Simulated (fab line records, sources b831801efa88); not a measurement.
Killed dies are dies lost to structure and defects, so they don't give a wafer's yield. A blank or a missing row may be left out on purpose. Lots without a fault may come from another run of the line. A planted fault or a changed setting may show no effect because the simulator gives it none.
Split-lot experiment | flow gf180mcu | 5 lots, 23 wafers read, on a route of 602 steps

THE SPLIT
At GF_V4_CMP_04 (polishes SiO2), the setting leave_above_ref_nm was moved away from the recipe's 632.5 nm on 8 of the 23 wafers read, by -7.1% to -6.2%. The other wafers ran this setting at the recipe's value.

FROM THE SPLIT TO THE READING: what the file shows between them, 4 steps
- GF_V4_COAT_09: resist thk 1000 nm (also split here: resist_thk_nm)
- GF_V4_SOFTBAKE_10: time 60 s
- GF_V4_EXPOSE_11: exposes mask Via4, target cd 260 nm
- GF_V4_ETCH_16: etches BARC in N2/H2

THE READING
oes_product_au, in a.u., at GF_V4_ETCH_17 (etches SiO2 in C4F8/O2/Ar, stops on TiN, target depth 630 nm). Fault-free wafers of this fab line usually give 0.856 a.u., standard deviation 0.0046 a.u..

wafer  | tool, chamber at the split | leave_above_ref_nm as run, nm | against the recipe | oes_product_au, a.u. | against lot-mates on the recipe
L076.1 | cmp-02, 2                  | 632.5                         | recipe             | 0.849                | -
L076.4 | cmp-02, 0                  | 632.5                         | recipe             | 0.848                | -
L076.5 | cmp-02, 2                  | 632.5                         | recipe             | 0.857                | -
L077.1 | cmp-02, 0                  | 593.5                         | -6.2%              | 0.828                | -0.031
L077.2 | cmp-02, 2                  | 593.5                         | -6.2%              | 0.820                | -0.039
L077.3 | cmp-02, 1                  | 632.5                         | recipe             | 0.863                | -
L077.5 | cmp-02, 1                  | 593.5                         | -6.2%              | 0.836                | -0.023
L077.6 | cmp-02, 0                  | 632.5                         | recipe             | 0.856                | -
L081.1 | cmp-02, 1                  | 632.5                         | recipe             | 0.850                | -
L081.2 | cmp-02, 3                  | 632.5                         | recipe             | 0.854                | -
L081.4 | cmp-02, 0                  | 632.5                         | recipe             | 0.862                | -
L081.5 | cmp-02, 0                  | 632.5                         | recipe             | 0.858                | -
L081.6 | cmp-02, 3                  | 632.5                         | recipe             | 0.850                | -
L082.1 | cmp-02, 0                  | 591.2                         | -6.5%              | 0.828                | -0.028
L082.2 | cmp-02, 2                  | 632.5                         | recipe             | 0.860                | -
L082.3 | cmp-02, 1                  | 591.2                         | -6.5%              | 0.818                | -0.038
L082.4 | cmp-02, 3                  | 591.2                         | -6.5%              | 0.820                | -0.036
L082.5 | cmp-02, 2                  | 632.5                         | recipe             | 0.852                | -
L083.1 | cmp-02, 1                  | 632.5                         | recipe             | 0.861                | -
L083.2 | cmp-02, 3                  | 632.5                         | recipe             | 0.853                | -
L083.3 | cmp-02, 2                  | 587.6                         | -7.1%              | 0.828                | -0.029
L083.4 | cmp-02, 0                  | 587.6                         | -7.1%              | 0.824                | -0.033
L083.6 | cmp-02, 3                  | 632.5                         | recipe             | 0.857                | -

THE FIT
A straight line over all 23 wafers: oes_product_au changes by +0.00459 a.u. for each +1% of leave_above_ref_nm; r = +0.94; the points scatter about the line by 0.0053 a.u..
The same after taking each lot's own level away (the mean of its wafers on the recipe; 23 wafers): +0.00492 a.u. for each +1%; r = +0.96; scatter 0.0048 a.u..
On that fit, the largest move of leave_above_ref_nm shifts the reading by 0.035 a.u..
The lots' own levels span 0.8513 to 0.8595 a.u., that is 1.8 times the standard deviation above.
So the lot-to-lot level changes the slope little: the two slopes agree.
Check: with one of the wafers moved furthest among these (-7.1%) left out of the fit, the line predicts -0.036 a.u. for it against its lot-mates. It came out at -0.029 a.u. against them.

OTHER SPLITS ON THESE WAFERS
These wafers also went through other splits before the reading. Each is held against what the fit with the lots' levels taken away leaves over:
other split on the same wafers  | wafers away from the commonest value | r with oes_product_au (lot level and that fit taken away)
GF_M3_SPUTTER_04 power_w        | 6                                    | +0.00
GF_V3_CMP_04 leave_above_ref_nm | 5                                    | +0.33
GF_V3_ETCH_17 source_w          | 7                                    | -0.02
GF_M4_SPUTTER_00 power_w        | 6                                    | -0.02
GF_M4_SPUTTER_03 power_w        | 6                                    | +0.05
GF_M4_PEB_12 peb_time_s         | 9                                    | +0.12
GF_V4_COAT_09 resist_thk_nm     | 7                                    | -0.17

THE WHOLE CHAIN: every reading that the file lists as answering this split, in the file's order
step          | what it does                                                 | reading                                                                   | change (the file's fit)                   | r (the file's)
GF_V4_CMP_04  | polishes SiO2                                                | SiO2_of_V4_CVD_02.thk_nm (the simulator's own value, which no gauge read) | +6.22 nm for each +1% of the setting      | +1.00
GF_V4_ETCH_17 | etches SiO2 in C4F8/O2/Ar, stops on TiN, target depth 630 nm | oes_product_au                                                            | +0.00485 a.u. for each +1% of the setting | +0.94
GF_V4_ETCH_17 | etches SiO2 in C4F8/O2/Ar, stops on TiN, target depth 630 nm | V4.feature_depth_nm (the simulator's own value, which no gauge read)      | +6.22 nm for each +1% of the setting      | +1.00

THE FILE'S OWN FIT
oes_product_au changes by +0.00485 a.u. for each +1% of leave_above_ref_nm, r = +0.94.
